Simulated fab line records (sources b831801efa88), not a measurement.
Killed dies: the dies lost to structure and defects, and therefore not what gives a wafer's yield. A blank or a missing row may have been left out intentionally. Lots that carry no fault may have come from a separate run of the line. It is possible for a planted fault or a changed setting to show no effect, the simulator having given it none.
Chamber matching :: flow sky130 :: cmp-01 running SKY_VIA1_CMP_02: 4 sister chambers
The step polishes SiO2. 8 wafers are shown with their chamber, then 8 later ones without.

== EACH WAFER AND ITS CHAMBER ==
wafer: L934.5
chamber: 3
motor_current_A (A): 10.7
retaining_ring_pressure_frac: 1.007

wafer: L935.6
chamber: 3
motor_current_A (A): 10.7
retaining_ring_pressure_frac: 0.995

wafer: L938.4
chamber: 0
motor_current_A (A): 13.4
retaining_ring_pressure_frac: 1.000

wafer: L938.5
chamber: 1
motor_current_A (A): 11.9
retaining_ring_pressure_frac: 0.999

wafer: L940.1
chamber: 1
motor_current_A (A): 11.9
retaining_ring_pressure_frac: 0.995

wafer: L940.3
chamber: 0
motor_current_A (A): 12.2
retaining_ring_pressure_frac: 0.996

wafer: L940.4
chamber: 2
motor_current_A (A): 11.4
retaining_ring_pressure_frac: 1.003

wafer: L943.1
chamber: 2
motor_current_A (A): 11.0
retaining_ring_pressure_frac: 0.997

== WAFERS WITH NO CHAMBER GIVEN ==
wafer: L943.3
motor_current_A (A): 11.5
retaining_ring_pressure_frac: 0.999

wafer: L943.5
motor_current_A (A): 11.1
retaining_ring_pressure_frac: 0.999

wafer: L944.1
motor_current_A (A): 10.7
retaining_ring_pressure_frac: 1.000

wafer: L944.4
motor_current_A (A): 10.0
retaining_ring_pressure_frac: 0.998

wafer: L944.5
motor_current_A (A): 12.1
retaining_ring_pressure_frac: 0.998

wafer: L956.1
motor_current_A (A): 10.7
retaining_ring_pressure_frac: 0.994

wafer: L956.4
motor_current_A (A): 11.8
retaining_ring_pressure_frac: 1.007

wafer: L956.6
motor_current_A (A): 10.9
retaining_ring_pressure_frac: 0.997

== WHICH CHAMBER EACH ONE RAN IN ==
wafer: L943.3
from the rows above: can't be placed: 2 or 1 or 3
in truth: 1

wafer: L943.5
from the rows above: can't be placed: 2 or 3 or 1
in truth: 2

wafer: L944.1
from the rows above: can't be placed: 3 or 2
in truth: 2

wafer: L944.4
from the rows above: can't be placed: 3 or 2
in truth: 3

wafer: L944.5
from the rows above: can't be placed: 1 or 0 or 2
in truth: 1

wafer: L956.1
from the rows above: can't be placed: 3 or 2 or 1
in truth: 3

wafer: L956.4
from the rows above: can't be placed: 2 or 1 or 3 or 0
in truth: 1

wafer: L956.6
from the rows above: can't be placed: 2 or 3 or 1
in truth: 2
Correctly placed: 0 of 8. Can't be placed from these rows: 8 (the true chamber is among the candidates in 8). Number placed wrongly: 0.
How it was worked out, from the rows above alone: a wafer's distance from a chamber is the root of the sum, over the readings, of the square of ((its reading less the chamber's mean) divided by the reading's scatter). The wafer belongs to the nearest chamber; if the next one is less than 2 further off, it can't be placed. For every chamber, the mean is computed from those of its wafers that are shown. The scatter: the root of (the sum of the squares of (reading less its chamber's mean) over the shown wafers, divided by (wafers less chambers)).
